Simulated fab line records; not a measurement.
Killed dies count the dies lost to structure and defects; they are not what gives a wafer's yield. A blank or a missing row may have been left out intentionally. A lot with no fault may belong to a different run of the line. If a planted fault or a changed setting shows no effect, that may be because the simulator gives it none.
The same fault as seen by 2 desks -- flow sky130 -- numbers are kept per desk, each desk with only its own; the story behind them comes last

## DESK OF THE TOOL OWNER: rie_diel-03
The tool's own readings at SKY_VIA1_ETCH_15 (etches SiO2 in C4F8/O2/Ar, stops on TiN, target depth 351 nm, time 54 s): means of the sampled wafers that have a number, for each lot that ran on this tool. The brackets show how far a lot's mean lies from the usual mean; more than 4 standard deviations puts the lot out of limits, marked OUT.
Columns: A = oes_product_au at SKY_VIA1_ETCH_15, usual 0.981 a.u.; B = run_length_s at SKY_VIA1_ETCH_15, usual 82.1 s
lot,first seen here,A,B
L245,day 34 06:11,0.980,82.3
L254,day 37 12:36,0.988,82.1
L261,day 39 13:14,0.981,80.6
Finding of this desk: none of the 3 lots has anything out of limits.

## FROM THE METROLOGY DESK
What the gauges read, lot by lot, whatever tool the lot ran on: means of the sampled wafers that have a number. The brackets show how far a lot's mean lies from the usual mean; more than 4 standard deviations puts the lot out of limits, marked OUT.
Columns: A = VIA1_BOW at SKY_VIA1_BOW_MEAS_03, usual 81 um; B = cd_nm at SKY_VIA1_CD_MEAS_12, usual 149.7 nm; C = VIA1_OVL at SKY_VIA1_OVL_MEAS_13, usual 0 nm
lot,first seen here,A,B,C
L245,day 33 03:23,74,149.9,-2
L254,day 36 10:59,84,148.4,9
L261,day 38 12:19,90,148.0,-1
L264,day 39 00:52,76,149.1,-4
L266,day 39 23:55,83,147.2,6
Finding of this desk: none of the 5 lots has anything out of limits.

## ALL TOGETHER
The tool owner's desk saw nothing out of limits.
Nothing out of limits was seen by the metrology desk.

## WHAT THE SIMULATOR PUT IN
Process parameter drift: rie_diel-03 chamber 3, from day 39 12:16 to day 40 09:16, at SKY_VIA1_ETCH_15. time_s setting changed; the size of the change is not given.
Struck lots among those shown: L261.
